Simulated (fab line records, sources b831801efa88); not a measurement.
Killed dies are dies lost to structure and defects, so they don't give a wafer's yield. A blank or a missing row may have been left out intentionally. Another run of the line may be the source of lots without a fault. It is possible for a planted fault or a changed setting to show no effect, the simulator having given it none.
Struck lot and sound lot, side by side | flow sky130 | 35 out of 708 route steps
Sound: wafers L114.1, L114.2, L114.3. Struck: wafer L106.2. (L106.1, L106.4 of the same lot were not struck and are left out.) The cause comes at the end.
Per side, at each step with rows, come the tool, then ch with its chambers, and then its first start. Under that, the readings that differ: sound wafers | struck wafers | difference of the means | sigmas: that difference in standard deviations of wafers without a fault.
alike: words and numbers the same on both sides, and readings whose means are apart by under 2 such deviations; not compared: readings that were withheld, readings missing a value for some wafer, numbers with overlapping values and no deviation given by the record, and bounds like >300 which may hide the same value.
Wherever a step has rows on one side only, a row that says differs or no value, or a row with sigmas, the two part there. When numbers do not overlap yet have no deviation, they are printed without sigmas and do not part them. A reading that every wafer of one side lacks parts them only if that side has two wafers or more.

first, 10 steps without rows for these wafers: SKY_CONTACT_STRIP_20 (strips in post etch residue remover, time 1200 s); SKY_CONTACT_CLEAN_21 (cleans in IPA, time 180 s); SKY_CONTACT_CLEAN_22 (cleans in O3/DIW); SKY_CONTACT_SPUTTER_23 (material TiN, target thk 20 nm, time 80 s); SKY_CONTACT_CVD_24 (deposits W, target thk 340 nm, time 102.12 s); SKY_CONTACT_CMP_27 (polishes, stops on SiO2, t overpolish 15 s, target thk 0 nm); SKY_METAL1_SPUTTER_00 (material Ti, target thk 15 nm, time 10 s); SKY_METAL1_SPUTTER_01 (material TiN, target thk 20 nm, time 16.7 s); SKY_METAL1_SPUTTER_02 (material AlCu, target thk 250 nm, time 13.3 s); SKY_METAL1_SPUTTER_03 (material Ti, target thk 5 nm, time 3.3 s).
SKY_METAL1_SPUTTER_04: material TiN, target thk 70 nm, time 58.3 s.
  sound on pvd-sputter-03 at day 36 22:28; struck on pvd-sputter-02 at day 34 05:28
  alike: throttle-valve-pct
then, 23 steps without rows for these wafers: SKY_METAL1_DEHYDRATE_07 (time 60 s); SKY_METAL1_HMDS_08 (prime time 60 s); SKY_METAL1_COAT_09 (resist thk 60 nm); SKY_METAL1_COAT_10 (resist thk 450 nm); SKY_METAL1_SOFTBAKE_11 (time 90 s); SKY_METAL1_EXPOSE_12 (exposes mask MM1, target cd 140 nm); SKY_METAL1_PEB_13; SKY_METAL1_DEVELOP_14 (develop time 60 s); SKY_METAL1_DESCUM_17 (chemistry O2, time 8 s); SKY_METAL1_ETCH_18 (etches BARC in N2/H2, stops on SiO2, time 45.9 s, target depth 60 nm); SKY_METAL1_METAL_ETCH_19 (etches the open film in Cl2/BCl3, stops on SiO2, target depth 360 nm, time 78 s); SKY_METAL1_STRIP_20 (strips in O2/N2); SKY_METAL1_STRIP_21 (strips in post etch residue remover, time 1200 s); SKY_METAL1_CLEAN_22 (cleans in IPA, time 180 s); SKY_METAL1_CLEAN_23 (cleans in O3/DIW); SKY_VIA1_HDPCVD_00 (deposits SiO2, target thk 1030 nm, time 171.7 s); SKY_VIA1_CMP_02 (polishes SiO2); SKY_VIA1_DEHYDRATE_04 (time 60 s); SKY_VIA1_HMDS_05 (prime time 60 s); SKY_VIA1_COAT_06 (resist thk 60 nm); SKY_VIA1_COAT_07 (resist thk 457.1 nm); SKY_VIA1_SOFTBAKE_08 (time 90 s); SKY_VIA1_EXPOSE_09 (exposes mask VIM, target cd 150 nm).
-- the record jumps here: 13 days lie between the struck wafers' starts before and after (it left off in module VIA1 and takes up again in module PAD_OPEN, whose first step shown is number 708 of the route) --
SKY_PAD_OPEN_PROBE_99:
  sound on prober-02 at day 49 15:32; struck on prober-01 at day 47 17:11
  reading                               | sound              | struck | difference | sigmas
  defect-limited-yield (%)              | 81.9 83.9 83.5     | 75.4   | -7.7       | -4
  killed_at_M0_to_M3                    | 45 34 44           | 85     | +44        | +6
  killed-dies                           | 89 79 81           | 121    | +38        | +4
  sort_bin_3_pad_short (%)              | 0.6 1.0 0.8        | 3.5    | +2.7       | +6
  sort_bin_5_function (%)               | 11.6 9.6 8.7       | 14.6   | +4.6       | +3
  sort-n-pass                           | 403 413 411        | 371    | -38        | -4
  sort-yield-pct (%)                    | 81.9 83.9 83.5     | 75.4   | -7.7       | -4
  model.etest.tester.sort-n-pass        | 403 413 411        | 371    | -38        |
  model.etest.tester.sort-yield-pct (%) | 81.91 83.94 83.54  | 75.41  | -7.72      |
  model.etest.tester.sort_bin_5_pct (%) | 11.59 9.553 8.74   | 14.63  | +4.67      |
  model.etest.tester.sort_bin_3_pct (%) | 0.6098 1.016 0.813 | 3.455  | +2.642     |
  alike: killed_at_M4_up, killed-at-contacts, killed-at-front-end, killed-at-other, killed-open, killed-short, sort_bin_6_memory

## WHERE THEY PART
Only at SKY_PAD_OPEN_PROBE_99, as far as this record shows.

WHY: what had been put in by the simulator
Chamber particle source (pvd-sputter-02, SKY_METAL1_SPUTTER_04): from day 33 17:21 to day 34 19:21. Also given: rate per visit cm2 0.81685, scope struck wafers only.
